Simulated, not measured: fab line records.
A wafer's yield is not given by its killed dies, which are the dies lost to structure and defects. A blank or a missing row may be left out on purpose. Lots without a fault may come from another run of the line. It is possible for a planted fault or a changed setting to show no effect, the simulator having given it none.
fab line records | flow sky130 | part 1 of 2: steps 1 to 43 of 44
record lots=6 | wafers=18 | lastDay=51
route steps=708 shown VIA3@591 METAL4@598 CAP2M@603 PAD_OPEN@708
lots with no fault: from the same line, run without faults
startH: hours from the record's opening day to when the first of the lot's shown wafers began | waitH: hours from the lot's prior step to this one | " as in the row above | L1.1+2: several wafers, shown together as one row | - no value present, or no start provided | * or withheld: withheld | < > ~ a bound
route shown NAME@n: a module of which the file shows steps, and the number in the route of the first | usual: mean/standard deviation of fault-free wafers | same: alike in all rows | chamber/n: place in a boat | sites: readings site by site | _std_site: their standard deviation | _edge_site: the outer-site mean with the inner-site mean subtracted | radiusMm: how far each site lies from the wafer's centre | mask NAME#n: copy n | behind: the most recent tool/chamber to have shaped the wafer | hold: reason for holding the lot/hours on hold/outcome of the hold | device: transistor that didn't switch, given as n, p or np | end of line: at the end of the route, the tests of the same wafers | where a step has no rows: the recipe by itself | killed: not the wafer's yield, but the dies lost to structure and defects at the first sort | map: per-die view of a wafer (x killed, . not killed, _ where there is no die)
set.NAME: the run value of the setting; set.NAME@STEP: its run value at that earlier step | model.NAME: the simulator's own value behind a step, which no gauge read
lots at some steps of the route; a table a step, a row a wafer
services: the hour from which a tool's chamber was out of use, counted from the record's first day as startH (under 0 if before that day), plus the number of hours and why
## steps
# step SKY_VIA3_CLEAN_18
# recipe chemistry=IPA | timeS=180 | tempC=25
# step SKY_VIA3_CLEAN_19
# recipe chemistry=O3/DIW | dry=n2Spin
# step SKY_VIA3_SPUTTER_20
# recipe material=TiN | targetThkNm=20 | chamberPressurePa=5 | powerW=4000 | timeS=80
# step SKY_VIA3_CVD_21
# recipe material=W | targetThkNm=390 | timeS=117.31 | tempC=400 | pressureTorr=40
# usual heaterPowerW=775/36
lot.wafer | tool    | chamber | startH  | waitH | heaterPowerW
L139.3    | cvdW-02 | 0       | 931.02  | 0.1   | 737
L139.5    | "       | 1       | "       | "     | 794
L139.6    | "       | 0       | "       | "     | 723
L142.1    | cvdW-02 | 0       | 968.98  | 0.0   | 763
L142.2    | "       | 1       | "       | "     | 801
L142.6    | "       | 0       | "       | "     | 743
L151.3    | cvdW-02 | 1       | 1024.58 | 0.1   | 794
L151.4    | "       | 0       | "       | "     | 766
L151.5    | "       | 1       | "       | "     | 815
L152.3    | cvdW-01 | 1       | 1043.18 | 0.1   | 830
L152.5    | "       | 1       | "       | "     | 814
L152.6    | "       | 0       | "       | "     | 731
L161.3    | cvdW-02 | 0       | 1092.57 | 0.1   | 760
L161.4    | "       | 1       | "       | "     | 816
L161.6    | "       | 1       | "       | "     | 817
L162.1    | cvdW-01 | 1       | 1096.77 | 0.0   | 811
L162.3    | "       | 1       | "       | "     | 808
L162.6    | "       | 1       | "       | "     | 809
# step SKY_VIA3_RS_MEAS_22
# recipe thkMeasGauge=four-point-probe | reads=W_of_VIA3_CVD_21+TiN_of_VIA3_SPUTTER_20
# usual VIA3_W_RS=0.295/0.0031
lot.wafer | tool         | chamber | startH  | waitH | VIA3_W_RS[ohm/sq]
L139.3    | filmMetro-02 | -       | 931.15  | 0.1   | 0.299
L139.5    | "            | -       | "       | "     | 0.295
L139.6    | "            | -       | "       | "     | 0.298
L142.1    | filmMetro-01 | -       | 969.10  | 0.1   | 0.291
L142.2    | "            | -       | "       | "     | 0.291
L142.6    | "            | -       | "       | "     | 0.293
L151.3    | filmMetro-02 | -       | 1024.71 | 0.1   | 0.295
L151.4    | "            | -       | "       | "     | 0.301
L151.5    | "            | -       | "       | "     | 0.296
L152.3    | filmMetro-01 | -       | 1043.30 | 0.1   | 0.297
L152.5    | "            | -       | "       | "     | 0.299
L152.6    | "            | -       | "       | "     | 0.297
L161.3    | filmMetro-01 | -       | 1092.69 | 0.1   | 0.298
L161.4    | "            | -       | "       | "     | 0.292
L161.6    | "            | -       | "       | "     | 0.293
L162.1    | filmMetro-01 | -       | 1097.17 | 0.4   | 0.294
L162.3    | "            | -       | "       | "     | 0.297
L162.6    | "            | -       | "       | "     | 0.298
# step SKY_VIA3_THK_MEAS_23
# recipe thkMeasGauge=xrf | reads=W_of_VIA3_CVD_21
# usual VIA3_W_THK=380/5.1
lot.wafer | tool         | chamber | startH  | waitH | VIA3_W_THK[nm]
L139.3    | filmMetro-02 | -       | 931.25  | 0.1   | 378
L139.5    | "            | -       | "       | "     | 381
L139.6    | "            | -       | "       | "     | 378
L142.1    | filmMetro-01 | -       | 969.22  | 0.1   | 391
L142.2    | "            | -       | "       | "     | 392
L142.6    | "            | -       | "       | "     | 388
L151.3    | filmMetro-02 | -       | 1024.81 | 0.1   | 384
L151.4    | "            | -       | "       | "     | 376
L151.5    | "            | -       | "       | "     | 385
L152.3    | filmMetro-01 | -       | 1043.40 | 0.1   | 377
L152.5    | "            | -       | "       | "     | 374
L152.6    | "            | -       | "       | "     | 375
L161.3    | filmMetro-01 | -       | 1092.79 | 0.1   | 378
L161.4    | "            | -       | "       | "     | 385
L161.6    | "            | -       | "       | "     | 385
L162.1    | filmMetro-01 | -       | 1097.29 | 0.1   | 383
L162.3    | "            | -       | "       | "     | 379
L162.6    | "            | -       | "       | "     | 377
# step SKY_VIA3_CMP_24
# recipe stopOn=SiO2 | tOverpolishS=20 | downForcePsi=3.5 | platenRpm=60 | targetThkNm=0 | padVelocityMS=0.94248
# usual motorCurrentA=11.4/1.7 | overpolishRunS=20.000/0.0093 | slurryFlowMlMin=150.0/0.47 | timeToEndpointS=95/4.6
lot.wafer | tool   | chamber | startH  | waitH | motorCurrentA | overpolishRunS | slurryFlowMlMin | timeToEndpointS
L139.3    | cmp-02 | 2       | 931.34  | 0.1   | 11.0          | 20.002         | 150.0           | 96
L139.6    | "      | 1       | "       | "     | 12.4          | 19.982         | 149.8           | 96
L139.5    | "      | 2       | "       | "     | 10.3          | 20.022         | 150.8           | 95
L142.2    | cmp-02 | 3       | 969.28  | 0.0   | 10.5          | 20.009         | 148.6           | 94
L142.1    | "      | 0       | "       | "     | 9.7           | 20.002         | 149.9           | 95
L142.6    | "      | 0       | "       | "     | 10.1          | 19.993         | 149.5           | 93
L151.4    | cmp-01 | 0       | 1024.95 | 0.1   | 10.3          | 20.003         | 149.9           | 84
L151.3    | "      | 1       | "       | "     | 12.3          | 19.994         | 150.4           | 91
L151.5    | "      | 3       | "       | "     | 8.8           | 20.010         | 149.7           | 87
L152.3    | cmp-02 | 0       | 1043.59 | 0.2   | 10.3          | 20.001         | 150.3           | 100
L152.5    | "      | 1       | "       | "     | 12.3          | 19.990         | 149.8           | 95
L152.6    | "      | 2       | "       | "     | 10.7          | 20.001         | 150.5           | 95
L161.4    | cmp-01 | 1       | 1092.88 | 0.1   | 12.5          | 20.011         | 150.3           | 103
L161.3    | "      | 2       | "       | "     | 14.7          | 19.994         | 150.2           | 92
L161.6    | "      | 1       | "       | "     | 12.0          | 20.008         | 150.5           | 102
L162.1    | cmp-01 | 2       | 1097.35 | 0.1   | 13.8          | 19.990         | 149.9           | 95
L162.3    | "      | 3       | "       | "     | 8.6           | 19.987         | 150.8           | 95
L162.6    | "      | 3       | "       | "     | 8.7           | 19.996         | 150.4           | 96
# step SKY_METAL4_SPUTTER_00
# recipe material=Ti | targetThkNm=15 | powerW=3000 | timeS=10 | chamberPressurePa=0.4
# step SKY_METAL4_SPUTTER_01
# recipe material=TiN | targetThkNm=20 | powerW=6500 | timeS=16.7 | chamberPressurePa=0.4
# step SKY_METAL4_SPUTTER_02
# recipe material=AlCu | targetThkNm=735 | powerW=10600 | timeS=39.1 | chamberPressurePa=0.4
# step SKY_METAL4_SPUTTER_03
# recipe material=Ti | targetThkNm=5 | powerW=3000 | timeS=3.3 | chamberPressurePa=0.4
# step SKY_METAL4_SPUTTER_04
# recipe material=TiN | targetThkNm=70 | powerW=6500 | timeS=58.3 | chamberPressurePa=0.4
# step SKY_CAP2M_CVD_00
# recipe material=SiO2 | targetThkNm=15.5 | tempC=400 | timeS=withheld | rfW=450
# usual heaterPowerW=702/79
lot.wafer | tool     | chamber | startH  | waitH | heaterPowerW | model.SiO2_of_CAP2M_CVD_00.thkNm
L139.3    | pecvd-02 | 2       | 931.74  | 0.0   | 705          | 15.73
L139.5    | "        | 2       | "       | "     | 708          | 15.77
L139.6    | "        | 0       | "       | "     | 697          | 15.58
L142.1    | pecvd-04 | 2       | 969.73  | 0.0   | 927          | 15.23
L142.2    | "        | 1       | "       | "     | 591          | 15.53
L142.6    | "        | 2       | "       | "     | 902          | 15.57
L151.3    | pecvd-02 | 1       | 1025.30 | 0.0   | 738          | 15.33
L151.4    | "        | 2       | "       | "     | 670          | 15.81
L151.5    | "        | 0       | "       | "     | 770          | 15.53
L152.3    | pecvd-03 | 1       | 1043.90 | 0.0   | 710          | 15.28
L152.5    | "        | 2       | "       | "     | 684          | 15.73
L152.6    | "        | 1       | "       | "     | 703          | 15.45
L161.3    | pecvd-02 | 0       | 1093.29 | 0.0   | 790          | 14.11
L161.4    | "        | 1       | "       | "     | 747          | 14.59
L161.6    | "        | 0       | "       | "     | 785          | 15.67
L162.1    | pecvd-02 | 2       | 1097.80 | 0.0   | 704          | 14.18
L162.3    | "        | 0       | "       | "     | 736          | 13.84
L162.6    | "        | 0       | "       | "     | 746          | 15.45
# step SKY_CAP2M_THK_MEAS_01
# recipe reads=SiO2_of_CAP2M_CVD_00
# usual CAP2M_CVD_00_THK=15.60/0.23
lot.wafer | tool         | chamber | startH  | waitH | CAP2M_CVD_00_THK[nm]
L139.3    | filmMetro-04 | -       | 931.78  | -     | 15.73
L139.5    | "            | -       | "       | "     | 15.81
L139.6    | "            | -       | "       | "     | 15.63
L142.1    | filmMetro-03 | -       | 969.76  | -     | 15.19
L142.2    | "            | -       | "       | "     | 15.51
L142.6    | "            | -       | "       | "     | 15.57
L151.3    | filmMetro-03 | -       | 1025.34 | -     | 15.31
L151.4    | "            | -       | "       | "     | 15.80
L151.5    | "            | -       | "       | "     | 15.52
L152.3    | filmMetro-01 | -       | 1043.94 | -     | 15.26
L152.5    | "            | -       | "       | "     | 15.74
L152.6    | "            | -       | "       | "     | 15.34
L161.3    | filmMetro-04 | -       | 1093.33 | -     | 14.13
L161.4    | "            | -       | "       | "     | 14.61
L161.6    | "            | -       | "       | "     | 15.63
L162.1    | filmMetro-01 | -       | 1097.90 | -     | 14.17
L162.3    | "            | -       | "       | "     | 13.88
L162.6    | "            | -       | "       | "     | 15.45
# step SKY_CAP2M_SPUTTER_02
# recipe material=TiN | targetThkNm=200 | tempC=300 | powerW=6500 | timeS=166.7 | chamberPressurePa=0.4
# usual throttleValvePct=30.0/0.96
lot.wafer | tool          | chamber | startH  | waitH | throttleValvePct
L139.3    | pvdSputter-02 | -       | 931.82  | 0.0   | 30.8
L139.5    | "             | -       | "       | "     | 31.2
L139.6    | "             | -       | "       | "     | 28.6
L142.1    | pvdSputter-01 | -       | 969.82  | 0.1   | 29.6
L142.2    | "             | -       | "       | "     | 28.9
L142.6    | "             | -       | "       | "     | 31.0
L151.3    | pvdSputter-04 | -       | 1025.38 | 0.0   | 29.7
L151.4    | "             | -       | "       | "     | 29.8
L151.5    | "             | -       | "       | "     | 29.7
L152.3    | pvdSputter-04 | -       | 1043.98 | 0.0   | 30.7
L152.5    | "             | -       | "       | "     | 29.6
L152.6    | "             | -       | "       | "     | 29.6
L161.3    | pvdSputter-02 | -       | 1093.37 | 0.0   | 31.0
L161.4    | "             | -       | "       | "     | 31.2
L161.6    | "             | -       | "       | "     | 31.5
L162.1    | pvdSputter-02 | -       | 1097.96 | 0.1   | 30.9
L162.3    | "             | -       | "       | "     | 28.8
L162.6    | "             | -       | "       | "     | 30.9
# step SKY_CAP2M_RS_MEAS_03
# recipe thkMeasGauge=four-point-probe | reads=TiN_of_CAP2M_SPUTTER_02
# usual CAP2M_TIN_RS=6.91/0.08
lot.wafer | tool         | chamber | startH  | waitH | CAP2M_TIN_RS[ohm/sq]
L139.3    | filmMetro-01 | -       | 931.97  | 0.1   | 6.91
L139.5    | "            | -       | "       | "     | 6.95
L139.6    | "            | -       | "       | "     | 6.96
L142.1    | filmMetro-04 | -       | 969.93  | 0.1   | 6.91
L142.2    | "            | -       | "       | "     | 6.80
L142.6    | "            | -       | "       | "     | 6.82
L151.3    | filmMetro-01 | -       | 1025.53 | 0.1   | 6.90
L151.4    | "            | -       | "       | "     | 6.94
L151.5    | "            | -       | "       | "     | 6.93
L152.3    | filmMetro-04 | -       | 1044.13 | 0.1   | 6.93
L152.5    | "            | -       | "       | "     | 6.92
L152.6    | "            | -       | "       | "     | 6.96
L161.3    | filmMetro-01 | -       | 1093.52 | 0.1   | 6.82
L161.4    | "            | -       | "       | "     | 6.89
L161.6    | "            | -       | "       | "     | 6.86
L162.1    | filmMetro-04 | -       | 1098.07 | 0.1   | 6.93
L162.3    | "            | -       | "       | "     | 6.98
L162.6    | "            | -       | "       | "     | 6.99
# step SKY_CAP2M_THK_MEAS_04
# recipe thkMeasGauge=xrf | reads=TiN_of_CAP2M_SPUTTER_02
# usual CAP2M_TIN_THK=198.5/2.2
lot.wafer | tool         | chamber | startH  | waitH | CAP2M_TIN_THK[nm]
L139.3    | filmMetro-01 | -       | 932.07  | 0.1   | 198.0
L139.5    | "            | -       | "       | "     | 196.6
L139.6    | "            | -       | "       | "     | 195.6
L142.1    | filmMetro-04 | -       | 970.05  | 0.1   | 197.3
L142.2    | "            | -       | "       | "     | 200.9
L142.6    | "            | -       | "       | "     | 200.0
L151.3    | filmMetro-01 | -       | 1025.63 | 0.1   | 197.6
L151.4    | "            | -       | "       | "     | 195.6
L151.5    | "            | -       | "       | "     | 197.0
L152.3    | filmMetro-04 | -       | 1044.23 | 0.1   | 199.1
L152.5    | "            | -       | "       | "     | 199.4
L152.6    | "            | -       | "       | "     | 198.6
L161.3    | filmMetro-01 | -       | 1093.62 | 0.1   | 200.3
L161.4    | "            | -       | "       | "     | 197.5
L161.6    | "            | -       | "       | "     | 198.1
L162.1    | filmMetro-04 | -       | 1098.19 | 0.1   | 197.6
L162.3    | "            | -       | "       | "     | 196.8
L162.6    | "            | -       | "       | "     | 196.1
# step SKY_CAP2M_DEHYDRATE_05
# recipe tempC=200 | timeS=60
# step SKY_CAP2M_HMDS_06
# recipe primeTimeS=60 | primeTempC=120
# step SKY_CAP2M_COAT_07
# recipe resist=NOVOLAK | spinRpm=3000 | resistThkNm=1140
# step SKY_CAP2M_SOFTBAKE_08
# recipe tempC=90 | timeS=60 | resist=NOVOLAK
# step SKY_CAP2M_EXPOSE_09
# recipe maskId=CAP2M | na=0.6 | sourceShape=conventional | sigmaOuter=0.6 | polarization=unpolarized | targetCdNm=1000 | doseMj=159
# step SKY_CAP2M_PEB_10
# recipe tempC=withheld | timeS=* | resist=NOVOLAK
# step SKY_CAP2M_DEVELOP_11
# recipe resist=NOVOLAK | developer=TMAH | developTimeS=60 | devTempC=23
# step SKY_CAP2M_OVL_MEAS_12
# usual CAP2M_OVL=-1.3/1.3
lot.wafer | tool       | chamber | startH  | waitH | CAP2M_OVL[nm]
L139.3    | overlay-02 | -       | 956.60  | 0.1   | -0.1
L139.5    | "          | -       | "       | "     | -0.1
L139.6    | "          | -       | "       | "     | -0.9
L142.1    | overlay-01 | -       | 993.58  | 0.1   | -4.4
L142.2    | "          | -       | "       | "     | -1.7
L142.6    | "          | -       | "       | "     | -1.8
L151.3    | overlay-01 | -       | 1047.15 | 0.1   | -0.7
L151.4    | "          | -       | "       | "     | -1.5
L151.5    | "          | -       | "       | "     | -1.2
L152.3    | overlay-01 | -       | 1065.92 | 0.1   | -1.2
L152.5    | "          | -       | "       | "     | -0.8
L152.6    | "          | -       | "       | "     | -0.4
L161.3    | overlay-02 | -       | 1114.20 | 0.1   | -0.9
L161.4    | "          | -       | "       | "     | -2.6
L161.6    | "          | -       | "       | "     | -1.2
L162.1    | overlay-01 | -       | 1118.37 | 0.1   | 0.2
L162.3    | "          | -       | "       | "     | 0.7
L162.6    | "          | -       | "       | "     | 1.8
# step SKY_CAP2M_METAL_ETCH_13
# recipe targetDepthNm=220 | stopOn=SiO2 | chemistry=Cl2/BCl3 | target=TiN | pressureMtorr=10 | icpW=900 | biasW=48.5 | Cl2_flow_sccm=60 | bcl3FlowSccm=30 | timeS=62.9
# step SKY_CAP2M_STRIP_14
# recipe chemistry=O2/N2 | powerW=1400 | pressureMtorr=1500 | platenTempC=withheld | o2FlowSccm=3000 | n2FlowSccm=300 | overashFraction=0.5
# usual drypumpMotorCurrentA=5.5/0.5 | oesProductAu=0.710/0.0041 | stripTimeToEndpointS=12.68/0.052
lot.wafer | tool           | chamber | startH  | waitH | drypumpMotorCurrentA | oesProductAu | rfHoursCounterH | stripTimeToEndpointS
L139.3    | plasmaAsher-03 | 0       | 956.73  | 0.1   | 6.3                  | 0.721        | -               | 12.56
L139.5    | "              | 1       | "       | "     | 5.8                  | 0.716        | -               | 12.59
L139.6    | "              | 0       | "       | "     | 6.4                  | 0.713        | -               | 12.57
L142.1    | plasmaAsher-03 | 1       | 993.70  | 0.1   | 5.8                  | 0.710        | 25              | 12.70
L142.2    | "              | 0       | "       | "     | 6.3                  | 0.716        | 25              | 12.61
L142.6    | "              | 0       | "       | "     | 6.4                  | 0.711        | -               | 12.67
L151.3    | plasmaAsher-02 | 1       | 1047.28 | 0.1   | 5.6                  | 0.704        | -               | 12.66
L151.4    | "              | 0       | "       | "     | 5.1                  | 0.716        | -               | 12.74
L151.5    | "              | 0       | "       | "     | 5.1                  | 0.704        | -               | 12.65
L152.3    | plasmaAsher-02 | 0       | 1066.05 | 0.1   | 5.1                  | 0.717        | -               | 12.68
L152.5    | "              | 0       | "       | "     | 5.1                  | 0.714        | -               | 12.66
L152.6    | "              | 1       | "       | "     | 5.6                  | 0.703        | -               | 12.68
L161.3    | plasmaAsher-03 | 1       | 1114.41 | 0.1   | 5.8                  | 0.714        | -               | 12.70
L161.4    | "              | 0       | "       | "     | 6.3                  | 0.704        | -               | 12.62
L161.6    | "              | 1       | "       | "     | 5.8                  | 0.710        | -               | 12.63
L162.1    | plasmaAsher-03 | 0       | 1118.49 | 0.1   | 6.3                  | 0.709        | 37              | 12.69
L162.3    | "              | 0       | "       | "     | 6.4                  | 0.710        | -               | 12.67
L162.6    | "              | 0       | "       | "     | 6.3                  | 0.704        | -               | 12.66
# step SKY_CAP2M_STRIP_15
# recipe chemistry=postEtchResidueRemover | timeS=1200 | tempC=72.5
# step SKY_CAP2M_CLEAN_16
# recipe chemistry=IPA | timeS=180 | tempC=25
# step SKY_CAP2M_CLEAN_17
# recipe chemistry=O3/DIW | dry=n2Spin
# step SKY_METAL4_DEHYDRATE_05
# recipe tempC=200 | timeS=60
# step SKY_METAL4_HMDS_06
# recipe primeTimeS=60 | primeTempC=120
# step SKY_METAL4_COAT_07
# recipe resist=BARC | tempC=withheld | timeS=withheld | spinRpm=3000 | resistThkNm=60
# step SKY_METAL4_COAT_08
# recipe resist=KrF-thick | spinRpm=3000 | resistThkNm=1140
# step SKY_METAL4_SOFTBAKE_09
# recipe tempC=100 | timeS=90 | resist=KrF-thick
# step SKY_METAL4_EXPOSE_10
# recipe maskId=MM4 | na=0.68 | sourceShape=annular | sigmaInner=0.4 | sigmaOuter=0.8 | targetCdNm=300 | doseMj=28
# step SKY_METAL4_PEB_11
# recipe pebTempC=withheld | pebTimeS=withheld | resist=KrF-thick
# step SKY_METAL4_DEVELOP_12
# recipe developTimeS=60 | resist=KrF-thick | devTempC=21
# step SKY_METAL4_CD_MEAS_13
# recipe targetCdNm=300
# usual cdNm=300.1/1.2
lot.wafer | tool     | chamber | startH  | waitH | cdNm
L139.3    | cdSem-01 | -       | 981.77  | -     | 297.9
L139.5    | "        | -       | "       | "     | 300.8
L139.6    | "        | -       | "       | "     | 299.1
L142.1    | cdSem-02 | -       | 1018.09 | -     | 299.2
L142.2    | "        | -       | "       | "     | 299.8
L142.6    | "        | -       | "       | "     | 298.4
L151.3    | cdSem-02 | -       | 1070.28 | -     | 298.9
L151.4    | "        | -       | "       | "     | 298.8
L151.5    | "        | -       | "       | "     | 298.4
L152.3    | cdSem-01 | -       | 1087.68 | -     | 299.7
L152.5    | "        | -       | "       | "     | 299.3
L152.6    | "        | -       | "       | "     | 298.8
L161.3    | cdSem-02 | -       | 1134.57 | -     | 298.2
L161.4    | "        | -       | "       | "     | 299.8
L161.6    | "        | -       | "       | "     | 299.3
L162.1    | cdSem-02 | -       | 1138.70 | -     | 301.8
L162.3    | "        | -       | "       | "     | 301.6
L162.6    | "        | -       | "       | "     | 301.5
# step SKY_METAL4_OVL_MEAS_14
# usual METAL4_OVL=0/5
lot.wafer | tool       | chamber | startH  | waitH | METAL4_OVL[nm]
L139.3    | overlay-02 | -       | 981.86  | 0.1   | 6
L139.5    | "          | -       | "       | "     | 10
L139.6    | "          | -       | "       | "     | 1
L142.1    | overlay-02 | -       | 1018.21 | 0.1   | -1
L142.2    | "          | -       | "       | "     | -7
L142.6    | "          | -       | "       | "     | -1
L151.3    | overlay-01 | -       | 1070.37 | 0.1   | -5
L151.4    | "          | -       | "       | "     | 8
L151.5    | "          | -       | "       | "     | -2
L152.3    | overlay-02 | -       | 1087.77 | 0.1   | 10
L152.5    | "          | -       | "       | "     | 0
L152.6    | "          | -       | "       | "     | -2
L161.3    | overlay-01 | -       | 1134.66 | 0.1   | -11
L161.4    | "          | -       | "       | "     | -6
L161.6    | "          | -       | "       | "     | 0
L162.1    | overlay-02 | -       | 1138.82 | 0.1   | 2
L162.3    | "          | -       | "       | "     | 5
L162.6    | "          | -       | "       | "     | 0
# step SKY_METAL4_DESCUM_15
# recipe chemistry=O2 | sourcePowerW=150 | biasPowerW=0 | pressureMtorr=10 | tempC=40 | timeS=8
# step SKY_METAL4_ETCH_16
# recipe chemistry=N2/H2 | target=BARC | ionEnergyEv=200 | biasW=100 | pressureMtorr=30 | n2FlowSccm=100 | h2FlowSccm=200 | icpW=500 | stopOn=SiO2 | timeS=88.2 | targetDepthA=600
# usual drypumpMotorCurrentA=5.4/0.42 | oesProductAu=0.625/0.0049 | throttleValvePct=13.205/0.0095
lot.wafer | tool        | chamber | startH  | waitH | drypumpMotorCurrentA | oesProductAu | rfHoursCounterH | throttleValvePct
L139.3    | rieMetal-04 | 1       | 981.95  | 0.0   | 4.7                  | 0.619        | -               | 13.209
L139.5    | "           | 1       | "       | "     | 4.7                  | 0.638        | -               | 13.189
L139.6    | "           | 0       | "       | "     | 5.8                  | 0.628        | -               | 13.212
L142.1    | rieMetal-03 | 1       | 1018.30 | 0.1   | 5.3                  | 0.633        | 10              | 13.218
L142.2    | "           | 1       | "       | "     | 5.3                  | 0.632        | -               | 13.212
L142.6    | "           | 1       | "       | "     | 5.3                  | 0.630        | -               | 13.199
L151.3    | rieMetal-03 | 1       | 1070.46 | 0.0   | 5.3                  | 0.625        | -               | 13.205
L151.4    | "           | 0       | "       | "     | 5.4                  | 0.626        | -               | 13.207
L151.5    | "           | 1       | "       | "     | 5.3                  | 0.618        | -               | 13.189
L152.3    | rieMetal-02 | 0       | 1087.86 | 0.0   | 6.0                  | 0.620        | -               | 13.206
L152.5    | "           | 1       | "       | "     | 5.3                  | 0.631        | -               | 13.221
L152.6    | "           | 0       | "       | "     | 6.0                  | 0.627        | -               | 13.205
L161.3    | rieMetal-04 | 1       | 1134.75 | 0.0   | 4.8                  | 0.632        | -               | 13.211
L161.4    | "           | 0       | "       | "     | 5.8                  | 0.625        | -               | 13.206
L161.6    | "           | 1       | "       | "     | 4.7                  | 0.630        | -               | 13.204
L162.1    | rieMetal-04 | 0       | 1138.89 | 0.0   | 5.8                  | 0.630        | 1               | 13.214
L162.3    | "           | 0       | "       | "     | 5.8                  | 0.611        | -               | 13.219
L162.6    | "           | 1       | "       | "     | 4.8                  | 0.629        | -               | 13.196
# step SKY_METAL4_ETCH_17
# recipe target=SiO2 | stopOn=TiN | chemistry=C4F8/O2/Ar | sourceW=1500 | biasW=1200 | pressureMtorr=40 | c4f8FlowSccm=withheld | O2_flow_sccm=6 | Ar_flow_sccm=300 | timeS=3.9 | targetDepthA=150
# usual oesProductAu=0.757/0.0071
lot.wafer | tool       | chamber | startH  | waitH | oesProductAu | rfHoursCounterH | model.etch.depthNm
L139.3    | rieDiel-01 | 0       | 982.01  | 0.0   | 0.762        | 16              | 15.73
L139.5    | "          | 2       | "       | "     | 0.761        | -               | 15.77
L139.6    | "          | 3       | "       | "     | 0.748        | -               | 15.58
L142.1    | rieDiel-01 | 3       | 1018.50 | 0.2   | 0.749        | 15              | 15.23
L142.2    | "          | 0       | "       | "     | 0.753        | 17              | 15.53
L142.6    | "          | 0       | "       | "     | 0.748        | -               | 15.57
L151.3    | rieDiel-04 | 3       | 1070.52 | 0.0   | 0.750        | 20              | 15.33
L151.4    | "          | 0       | "       | "     | 0.772        | 11              | 15.81
L151.5    | "          | 0       | "       | "     | 0.755        | -               | 15.53
L152.3    | rieDiel-04 | 2       | 1087.92 | 0.0   | 0.749        | 27              | 15.28
L152.5    | "          | 3       | "       | "     | 0.759        | -               | 15.73
L152.6    | "          | 2       | "       | "     | 0.756        | -               | 15.45
L161.3    | rieDiel-02 | 1       | 1134.81 | 0.0   | 0.723        | 27              | 14.11
L161.4    | "          | 1       | "       | "     | 0.736        | -               | 14.59
L161.6    | "          | 3       | "       | "     | 0.761        | -               | 15.67
L162.1    | rieDiel-01 | 1       | 1138.99 | 0.1   | 0.729        | 11              | 14.18
L162.3    | "          | 3       | "       | "     | 0.708        | 19              | 13.84
L162.6    | "          | 2       | "       | "     | 0.754        | -               | 15.45
## key
firstSign step=SKY_CAP2M_THK_MEAS_01 | reading=CAP2M_CVD_00_THK | direction=down | sigmas=6.2 | usual=15.60 | struck=14.20
effect step=SKY_METAL4_ETCH_17 | reading=oesProductAu | direction=down | sigmas=4.7 | usual=0.757 | struck=0.724
modelEffect step=SKY_CAP2M_CVD_00 | value=SiO2_of_CAP2M_CVD_00.thkNm | without=15.5 | struck=14.18
modelEffect step=SKY_METAL4_ETCH_17 | value=etch.depthNm | without=15.5 | struck=14.18
modelEffect step=SKY_PAD_OPEN_PROBE_99 | value=etest.capMim2.bvV | without=13.86 | struck=12.68
metAt SKY_CAP2M_CVD_00
struckWafers L161.3,L161.4,L162.1,L162.3
onsetBetween 1025.30 1093.29
fault kind=processParameterDrift | tool=pecvd-02 | chamber=- | onsetH=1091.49 | steps=SKY_CAP2M_CVD_00 | channel=targetThkNm | offset=-1.3216 | shape=step | endH=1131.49 | scope=struckWafersOnly | actsIn=theseRecipesOnly | stated=15.5
